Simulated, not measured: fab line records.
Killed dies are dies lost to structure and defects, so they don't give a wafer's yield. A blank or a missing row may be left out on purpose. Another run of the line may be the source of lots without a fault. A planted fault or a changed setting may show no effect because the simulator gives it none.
Matching of chambers + flow sky130 + SKY_VIA4_HDPCVD_00 on hdpcvd-02 has 3 sister chambers
The step deposits SiO2, target thk 1750 nm, time 291.7 s. 3 wafers are shown with their chamber, then 7 later ones without.

## WAFERS WITH THEIR CHAMBER
| wafer  | chamber | pressure-mtorr (mTorr) |
|--------|---------|------------------------|
| L418.2 | 2       | 5.994                  |
| L421.6 | 0       | 5.983                  |
| L422.2 | 1       | 6.007                  |

## WAFERS WHOSE CHAMBER IS MISSING
| wafer  | pressure-mtorr (mTorr) |
|--------|------------------------|
| L422.3 | 5.984                  |
| L422.5 | 6.005                  |
| L425.1 | 6.019                  |
| L425.2 | 5.975                  |
| L425.3 | 6.000                  |
| L426.5 | 5.989                  |
| L426.6 | 5.998                  |

## CHAMBER TAKEN BY EACH
| wafer  | from the rows above          | in truth |
|--------|------------------------------|----------|
| L422.3 | can't be placed: 0 or 2      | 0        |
| L422.5 | can't be placed: 1 or 2      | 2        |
| L425.1 | 1                            | 1        |
| L425.2 | can't be placed: 0 or 2      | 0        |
| L425.3 | can't be placed: 2 or 1 or 0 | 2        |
| L426.5 | can't be placed: 2 or 0      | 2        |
| L426.6 | can't be placed: 2 or 1 or 0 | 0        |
1 of 7 placed correctly. From these rows, 6 cannot be placed; in 6 the true chamber is one of the candidates. Placed wrongly: 0.
How it was worked out, from the rows above alone: a wafer's distance from a chamber is the root of the sum, over the readings, of the square of ((its reading less the chamber's mean) divided by the reading's scatter). If the next closest chamber is less than 2 further off than the closest, the wafer can't be placed; otherwise it belongs to the closest. For every chamber, the mean is computed from those of its wafers that are shown. The scatter (one wafer shown for each chamber): square how far every hidden wafer sits from the nearest shown wafer, average those squares and take the square root.
